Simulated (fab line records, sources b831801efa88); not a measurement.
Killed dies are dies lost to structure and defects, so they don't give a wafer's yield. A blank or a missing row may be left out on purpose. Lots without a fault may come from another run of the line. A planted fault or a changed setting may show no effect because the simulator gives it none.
One fault seen from 2 desks | flow sky130 | each desk has only its own numbers; what lay behind them comes last

THE METROLOGY DESK
What the gauges read, lot by lot, whatever tool the lot ran on: means of the sampled wafers that have a number. A lot is out of limits, marked OUT, if its mean lies more than 4 standard deviations from the usual mean; the brackets give that distance.
Columns: A = FIELD_ISO_OXIDATION_01_THK at SKY_FIELD_ISO_THK_MEAS_23, usual 10.00 nm; B = PWDE_OVL at SKY_PWDE_OVL_MEAS_07, usual -0.8 nm; C = PWDE_RS at SKY_NWELL_RS_MEAS_31, usual 5282 ohm/sq; D = VT_ADJUST_LVTN_TW at SKY_VT_ADJUST_LVTN_TW_MEAS_10, usual 242.9
lot  | first seen here | A     | B    | C    | D
L727 | day 2 08:24     | 9.79  | -2.2 | 5278 | 242.3
L728 | day 2 13:55     | 9.78  | 0.3  | 5291 | 241.8
L729 | day 2 18:23     | 9.89  | -0.2 | 5273 | 240.6
L730 | day 2 22:47     | 9.93  | -0.0 | 5308 | 241.0
L731 | day 3 05:14     | 9.78  | 0.3  | 5267 | 242.6
L732 | day 3 07:53     | 9.80  | -0.9 | 5296 | 243.8
L733 | day 3 19:07     | 10.14 | 0.0  | 5311 | 241.4
L734 | day 3 19:07     | 10.20 | -0.4 | 5276 | 244.1
L735 | day 4 06:18     | 9.95  | 0.1  | 5311 | 244.7
L736 | day 4 06:19     | 10.15 | -0.2 | 5287 | 244.9
L737 | day 4 13:19     | 9.89  | -0.8 | 5325 | 243.8
L738 | day 4 21:37     | 9.96  | -2.5 | 5254 | 245.6
L742 | day 5 14:10     | 10.02 | -1.2 | 5292 | 240.8
L749 | day 7 01:18     | 9.83  | -1.8 | 5311 | 244.7
This desk's finding: nothing out of limits on any of the 14 lots.

THE TOOL OWNER'S DESK: litho_track-01
The tool's own readings at SKY_PWDE_DEVELOP_06 (develop time 60 s): means of the sampled wafers that have a number, for each lot that ran on this tool. A lot is out of limits, marked OUT, if its mean lies more than 4 standard deviations from the usual mean; the brackets give that distance.
Columns: A = developer_temp_C at SKY_PWDE_DEVELOP_06, usual 23.00 C
lot  | first seen here | A
L734 | day 5 16:00     | 23.04
L735 | day 5 23:00     | 22.96
L737 | day 6 05:00     | 23.04
L738 | day 6 14:00     | 23.02
L742 | day 7 10:00     | 23.04
This desk's finding: nothing out of limits on any of the 5 lots.

PUT TOGETHER
The metrology desk saw nothing out of limits.
The tool owner's desk saw nothing out of limits.

WHAT THE SIMULATOR HAD PUT IN
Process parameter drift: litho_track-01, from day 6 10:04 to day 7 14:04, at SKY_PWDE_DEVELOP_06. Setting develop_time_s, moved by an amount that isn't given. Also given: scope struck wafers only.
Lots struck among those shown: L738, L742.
